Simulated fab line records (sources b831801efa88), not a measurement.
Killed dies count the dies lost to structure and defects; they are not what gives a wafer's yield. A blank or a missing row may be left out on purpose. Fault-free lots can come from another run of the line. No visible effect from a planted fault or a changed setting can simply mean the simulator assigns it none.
Which of the tools did it? -- flow sky130 -- 18 wafers from 6 lots sampled at 2 of the route's 708 steps

## WHAT THE GAUGES SHOWED, per wafer
SKY_CONTACT_OVL_MEAS_15.
lot,measured,on,CONTACT_OVL (nm)
L557,day 31 20:34,overlay-01,1 8 -2
L563,day 34 07:02,overlay-01,-4 3 -2
L564,day 34 13:37,overlay-02,0 0 4
L570,day 36 02:39,overlay-02,13 4 10
L572,day 36 17:17,overlay-02,5 -2 5
L579,day 38 20:59,overlay-02,-2 -7 0

## TOOL THAT RAN EACH LOT (tool first, then ch and the chambers of the sampled wafers, then the start)
lot,SKY_LOCAL_INTERCONNECT_METAL_ETCH_14
L557,"rie_metal-02 ch 0,1, day 30 15:13"
L563,"rie_metal-03 ch 1, day 33 03:46"
L564,"rie_metal-03 ch 0,1, day 33 10:04"
L570,"rie_metal-04 ch 0, day 34 22:26"
L572,"rie_metal-03 ch 0,1, day 35 13:23"
L579,"rie_metal-02 ch 0,1, day 37 18:59"
- SKY_LOCAL_INTERCONNECT_METAL_ETCH_14: etches TiN in Cl2/BCl3, stops on PSG, target depth 110 nm, time 31.4 s.

## THE ANSWER, worked out from the rows above alone
Rule: what is usual is taken from the lots themselves. Put in order of their means at a reading, lots are off if they are a third of the lots or fewer, leave a main group of 4 or more, and stand apart from it by a gap of 3 or more times the standard deviation of the main group's means; of several such gaps the widest counts. The tables above print the reading to a certain number of digits; a main group whose means all agree to those digits is not used. Also off: a lot with no number at a reading for which 4 or more lots have one. Where the step has rows for the other lots, those lots are counted as sound.
No lot is off on any of the readings shown, so nothing can be concluded from this.

## WHAT THE SIMULATOR HAD INSERTED
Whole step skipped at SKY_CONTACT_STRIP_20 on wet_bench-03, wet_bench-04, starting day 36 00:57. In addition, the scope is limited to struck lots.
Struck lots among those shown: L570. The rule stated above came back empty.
